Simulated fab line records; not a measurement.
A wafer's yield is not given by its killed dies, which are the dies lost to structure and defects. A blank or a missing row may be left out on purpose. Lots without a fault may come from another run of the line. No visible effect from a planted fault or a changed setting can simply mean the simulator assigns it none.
What tool caused it? | flow gf180mcu | Sampling: 12 lots, 36 wafers, 4 of 602 route steps

## WHAT THE GAUGES SHOWED, per wafer
GF_V3_THK_MEAS_25: measures by xrf.
lot  | measured     | on            | V3_W_THK (nm)
L075 | day 22 18:00 | film-metro-04 | 359 353 361
L077 | day 23 08:22 | film-metro-04 | 357 353 353
L079 | day 24 02:09 | film-metro-04 | 356 352 356
L081 | day 25 03:07 | film-metro-04 | 359 359 359
L083 | day 25 18:54 | film-metro-04 | 364 364 367
L085 | day 26 15:46 | film-metro-03 | 354 354 353
L087 | day 27 11:38 | film-metro-01 | 358 357 358
L090 | day 27 20:56 | film-metro-03 | 348 352 354
L091 | day 28 05:07 | film-metro-03 | 353 350 349
L093 | day 28 20:24 | film-metro-03 | 346 346 351
L095 | day 29 01:18 | film-metro-03 | 351 351 354
L097 | day 29 22:58 | film-metro-01 | 361 357 353

## EACH LOT AND THE TOOL THAT RAN IT (in order: tool; ch and the chambers of the sampled wafers; start)
lot  | GF_POLY_GATE_ETCH_12               | GF_HV_LDD_STRIP_10                   | GF_M2_SPUTTER_00
L075 | rie-diel-02 ch 2,3, day 9 09:52    | plasma-asher-01 ch 0,1, day 10 05:58 | pvd-sputter-01, day 18 12:04
L077 | rie-diel-04 ch 0,2, day 9 20:31    | plasma-asher-02 ch 0,1, day 10 15:25 | pvd-sputter-01, day 19 03:12
L079 | rie-diel-02 ch 0,2,3, day 10 14:22 | plasma-asher-02 ch 0,1, day 11 11:01 | pvd-sputter-03, day 19 23:05
L081 | rie-diel-02 ch 1,2,3, day 11 10:52 | plasma-asher-04 ch 0,1, day 12 07:10 | pvd-sputter-01, day 21 01:50
L083 | rie-diel-04 ch 1,3, day 11 23:25   | plasma-asher-02 ch 0,1, day 12 20:07 | pvd-sputter-01, day 21 19:09
L085 | rie-diel-04 ch 0,3, day 12 20:46   | plasma-asher-02 ch 0, day 13 18:40   | pvd-sputter-02, day 22 18:32
L087 | rie-diel-01 ch 1,2, day 13 14:22   | plasma-asher-02 ch 0,1, day 14 12:25 | pvd-sputter-02, day 23 16:45
L090 | rie-diel-02 ch 1,3, day 14 01:25   | plasma-asher-02 ch 0,1, day 15 00:25 | pvd-sputter-03, day 24 03:04
L091 | rie-diel-01 ch 1,2,3, day 14 08:49 | plasma-asher-01 ch 0,1, day 15 07:04 | pvd-sputter-02, day 24 12:04
L093 | rie-diel-02 ch 1,2, day 14 23:58   | plasma-asher-04 ch 0,1, day 16 02:19 | pvd-sputter-02, day 25 04:58
L095 | rie-diel-01 ch 1,2,3, day 15 09:28 | plasma-asher-04 ch 0,1, day 16 10:13 | pvd-sputter-03, day 25 11:24
L097 | rie-diel-04 ch 0,1,3, day 16 04:46 | plasma-asher-01 ch 0,1, day 17 04:58 | pvd-sputter-02, day 26 11:02
- GF_POLY_GATE_ETCH_12: etches BARC in N2/H2.
- GF_HV_LDD_STRIP_10: strips in O2/N2.
- GF_M2_SPUTTER_00: material Ti, target thk 37.5 nm, time 150 s.

## THE ANSWER, worked out from the rows above alone
Rule: what is usual is taken from the lots themselves. Put in order of their means at a reading, lots are off if they are a third of the lots or fewer, leave a main group of 4 or more, and stand apart from it by a gap of 3 or more times the standard deviation of the main group's means; of several such gaps the widest counts. The tables above print the reading to a certain number of digits; a main group whose means all agree to those digits is not used. A lot without any number at a reading at which 4 lots or more have one is off too. Where the step has rows for the other lots, those lots are counted as sound.
Across all readings shown, no lot is off: no conclusion can be drawn from this.

## WHAT THE SIMULATOR PUT IN
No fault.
